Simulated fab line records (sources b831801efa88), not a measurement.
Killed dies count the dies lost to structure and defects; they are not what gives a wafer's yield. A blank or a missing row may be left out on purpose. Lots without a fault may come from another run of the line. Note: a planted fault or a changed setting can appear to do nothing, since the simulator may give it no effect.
Problem report in the 8D (eight disciplines) form, filled by code + flow gf180mcu + the parts of the form that need people (team, actions taken, sign-off) are left out

## 1. PROBLEM STATEMENT
Wafers free of any fault read 1169 ohm/sq (standard deviation 3) for MVPSD_RS at GF_VT_IMPLANT_RS_MEAS_49, against a mean of 1108 ohm/sq on 6 wafers of 2 lots. That puts it -20 standard deviations away from the usual mean.
The step: measures by four-point-probe.
Seen first at day 11 06:10 on filmMetro-01, wafer L275.1. The record holds 36 wafers of 12 lots with a number at this step. Rule for "out", or "out of limits": more than 4 standard deviations from the usual mean. The other wafers with a number count as sound.

## 2. WHAT IT IS AND WHAT IT IS NOT
| question                    | is                         | is not                                                                    |
|-----------------------------|----------------------------|---------------------------------------------------------------------------|
| which readings at this step | MVPSD_RS                   | -                                                                         |
| which lots                  | L275, L277                 | L260, L261, L262, L263, L264, L265, L268, L269, L280, L283                |
| which wafers of those lots  | all that have a number     | -                                                                         |
| read on which gauges        | filmMetro-01, filmMetro-02 | filmMetro-04                                                              |
| when                        | from day 11 06:10          | up to then (24 sound wafers); but 6 sound wafers of L280, L283 came after |

## 3. WHAT RULES OUT EACH SUSPECT
Counting: any tool at a process step up to the reading is kept as a suspect provided that every lot that is out went through it and no sound lot did after the first of them.
- the gauge at GF_VT_IMPLANT_RS_MEAS_49: ruled out. The wafers that are out were read on 2 gauges (filmMetro-01, filmMetro-02).
- implanter-02 at GF_MVPSD_IMPLANT_09: kept. All lots that are out passed through it, beginning with L275 at day 8 11:46, and no sound lot followed; its final sound lot before that point was L269 at day 7 08:32. Out on those wafers are its own readings of doseIonsCm2, faradayCurrentUA.
The count leaves implanter-02 at GF_MVPSD_IMPLANT_09.

## 4. THE CAUSE (what the simulator had put in)
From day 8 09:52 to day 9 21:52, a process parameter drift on implanter-02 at GF_MVPSD_IMPLANT_09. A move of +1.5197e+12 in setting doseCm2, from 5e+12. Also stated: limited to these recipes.
The count eliminated every tool but this one.

## 5. THE EFFECT CHAIN, in route order
Each row: a reading whose mean over the struck wafers that have a number lies more than 3 standard deviations from the usual. Scope: only readings with a usual standard deviation given in the record; hours: median across lots of the time from each lot's start at the first step in this table that gives one to its start at this step; sigmas: change in usual standard deviations.
| hours | step                     | reading          | usual       | on struck wafers | change | sigmas      |
|-------|--------------------------|------------------|-------------|------------------|--------|-------------|
| 0     | GF_MVPSD_IMPLANT_09      | doseIonsCm2      | 5e+12       | 7e+12            | +2e+12 | +99 or more |
| 0     | GF_MVPSD_IMPLANT_09      | faradayCurrentUA | 28.2        | 36.6             | +8.4   | +16         |
| 67    | GF_VT_IMPLANT_RS_MEAS_49 | MVPSD_RS         | 1169 ohm/sq | 1108             | -62    | -20         |
Here are the process steps it includes:
- GF_MVPSD_IMPLANT_09

## 6. HOW IT WOULD HAVE BEEN CAUGHT EARLIER
68 hours passed between the start of the fault at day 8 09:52 and the first reading out of limits at a measuring or inspecting step in this record, taken at day 11 06:10.
At GF_MVPSD_IMPLANT_09, the tool's own readings (doseIonsCm2, faradayCurrentUA) were out on each struck wafer the step has a row for, so an alarm limit on them would have fired on the first such wafer.
The start of GF_MVPSD_IMPLANT_09 on implanter-02 came by day 11 06:10 for every one of the lots that are out (2). Tool hold at that time: it would have spared none of them.
